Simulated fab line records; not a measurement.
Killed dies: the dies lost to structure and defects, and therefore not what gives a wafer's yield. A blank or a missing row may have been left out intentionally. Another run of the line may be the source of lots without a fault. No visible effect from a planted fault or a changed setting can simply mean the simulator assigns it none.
The tool behind it: which one? -- flow sky130 -- 33 wafers from 11 lots sampled at 2 of the route's 708 steps

## WHAT THE GAUGES READ, wafer by wafer
SKY_CONTACT_THK_MEAS_03. Usual: CONTACT_HDPCVD_THK gives 566 nm (standard deviation 6.7).
lot,measured,on,CONTACT_HDPCVD_THK (nm),flag
L939,day 31 08:12,film metro-02,566 568 555,
L938,day 31 09:18,film metro-01,559 556 564,
L940,day 31 13:48,film metro-03,563 563 560,
L942,day 33 11:25,film metro-02,564 573 573,
L944,day 33 12:03,film metro-01,581 569 579,
L943,day 33 13:35,film metro-01,555 567 548,
L947,day 33 22:48,film metro-01,569 573 572,
L953,day 35 17:20,film metro-01,553 561 562,
L954,day 36 08:44,film metro-01,564 560 561,
L955,day 36 11:50,film metro-01,563 565 565,
L957,day 37 00:03,film metro-01,558 565 561,

## EACH LOT AND THE TOOL THAT RAN IT (in order: tool; ch and the chambers of the sampled wafers; start)
lot,SKY_LOCAL_INTERCONNECT_METAL_ETCH_14
L939,"rie metal-02 ch 0,1, day 31 07:21"
L938,"rie metal-04 ch 0,1, day 31 08:29"
L940,"rie metal-04 ch 0,1, day 31 12:59"
L942,"rie metal-04 ch 0,1, day 33 10:32"
L944,"rie metal-01 ch 0,1, day 33 11:09"
L943,"rie metal-02 ch 0,1, day 33 12:44"
L947,"rie metal-02 ch 1, day 33 21:53"
L953,"rie metal-04 ch 0, day 35 16:29"
L954,"rie metal-01 ch 0,1, day 36 07:56"
L955,"rie metal-01 ch 0,1, day 36 10:59"
L957,"rie metal-04 ch 0, day 36 23:12"
- SKY_LOCAL_INTERCONNECT_METAL_ETCH_14: etches TiN in Cl2/BCl3, stops on PSG, target depth 110 nm, time 31.4 s.

## WHAT THE TOOLS THEMSELVES READ (means of the sampled wafers that have a number; where no wafer has one, the mark that the record gives instead)
SKY_LOCAL_INTERCONNECT_METAL_ETCH_14. Usual: drypump motor current A 5.8 A, standard deviation 0.52; oes product au 0.942 a.u., standard deviation 0.0078; throttle valve pct 21.900 %, standard deviation 0.0097.
lot,tool,drypump motor current A (A),oes product au (a.u.),throttle valve pct (%),flag
L939,rie metal-02,6.4,0.942,21.906,
L938,rie metal-04,5.3,0.951,21.896,
L940,rie metal-04,5.3,0.941,21.900,
L942,rie metal-04,5.5,0.952,21.892,
L944,rie metal-01,5.8,0.942,21.906,
L943,rie metal-02,6.5,0.943,21.897,
L947,rie metal-02,6.7,0.938,21.898,
L953,rie metal-04,5.6,0.942,21.901,
L954,rie metal-01,6.1,0.939,21.905,
L955,rie metal-01,5.8,0.943,21.903,
L957,rie metal-04,5.6,0.947,21.906,

## THE ANSWER, worked out from the rows above alone
Rule: take the mean of a lot's wafers that have a number; if it is more than 3 standard deviations from the usual mean, the lot is off. Also off: a lot with no number at a reading for which 4 or more lots have one. The other lots that the step has rows for count as sound. First the gauges in route order, then the tools' own readings, where a lot's mean is used as printed above. The first step at which some lot is off is used, and at that step the reading that is off furthest; a lot without a number counts as furthest.
No lot is off at any reading shown: from this, nothing can be told.

## WHAT HAD BEEN PUT IN BY THE SIMULATOR
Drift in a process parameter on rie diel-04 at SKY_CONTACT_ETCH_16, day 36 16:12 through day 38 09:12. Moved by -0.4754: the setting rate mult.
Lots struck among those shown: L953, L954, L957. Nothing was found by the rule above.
